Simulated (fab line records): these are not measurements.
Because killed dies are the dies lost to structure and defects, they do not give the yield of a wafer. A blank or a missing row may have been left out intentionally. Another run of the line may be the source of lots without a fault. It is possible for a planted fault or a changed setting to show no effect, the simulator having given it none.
Which of the tools did it? :: flow sfq-line :: 7 lots with 21 wafers sampled at 2 steps, on a route of 325 steps

== WHAT EACH GAUGE READ, for each wafer ==
SFQ_M7_RS_MEAS_943: a four-point-probe measurement.
lot: L299
measured: day 67 09:47
on: film-metro-03
M7_NB_RS (ohm/sq): 0.886 0.892 0.878

lot: L304
measured: day 73 16:52
on: film-metro-03
M7_NB_RS (ohm/sq): 0.886 0.890 0.881

lot: L308
measured: day 74 00:02
on: film-metro-01
M7_NB_RS (ohm/sq): 0.901 0.889 0.904

lot: L310
measured: day 74 12:02
on: film-metro-03
M7_NB_RS (ohm/sq): 0.885 0.870 0.879

lot: L312
measured: day 74 14:28
on: film-metro-03
M7_NB_RS (ohm/sq): 0.906 0.911 0.908

lot: L316
measured: day 75 04:50
on: film-metro-02
M7_NB_RS (ohm/sq): 0.888 0.774 0.889

lot: L321
measured: day 75 13:17
on: film-metro-01
M7_NB_RS (ohm/sq): 0.897 0.899 0.903

== WHICH TOOL RAN EACH LOT (tool, then ch and the chambers of the sampled wafers, then the start) ==
lot: L299
SFQ_TRILAYER_M7_DEP_SPUTTER_175: pvd-sputter-03, day 67 09:42

lot: L304
SFQ_TRILAYER_M7_DEP_SPUTTER_175: pvd-sputter-04, day 73 16:45

lot: L308
SFQ_TRILAYER_M7_DEP_SPUTTER_175: pvd-sputter-04, day 73 23:57

lot: L310
SFQ_TRILAYER_M7_DEP_SPUTTER_175: pvd-sputter-04, day 74 11:57

lot: L312
SFQ_TRILAYER_M7_DEP_SPUTTER_175: pvd-sputter-05, day 74 14:21

lot: L316
SFQ_TRILAYER_M7_DEP_SPUTTER_175: pvd-sputter-04, day 75 04:45

lot: L321
SFQ_TRILAYER_M7_DEP_SPUTTER_175: pvd-sputter-05, day 75 13:09
- SFQ_TRILAYER_M7_DEP_SPUTTER_175: material Nb, target thk 200 nm, time 133.3 s.

== THE ANSWER, worked out from the rows above alone ==
Rule: the lots themselves supply what counts as usual. Put in order of their means at a reading, lots are off if they are a third of the lots or fewer, leave a main group of 4 or more, and stand apart from it by a gap of 3 or more times the standard deviation of the main group's means; of several such gaps the widest counts. A main group whose means are all the same, to the digits that the tables above print for the reading, isn't used. Also off: a lot with no number at a reading for which 4 or more lots have one. Where the step has rows for the other lots, those lots are counted as sound.
None of the lots is off at any reading shown; this tells nothing.

== WHAT THE SIMULATOR PUT IN ==
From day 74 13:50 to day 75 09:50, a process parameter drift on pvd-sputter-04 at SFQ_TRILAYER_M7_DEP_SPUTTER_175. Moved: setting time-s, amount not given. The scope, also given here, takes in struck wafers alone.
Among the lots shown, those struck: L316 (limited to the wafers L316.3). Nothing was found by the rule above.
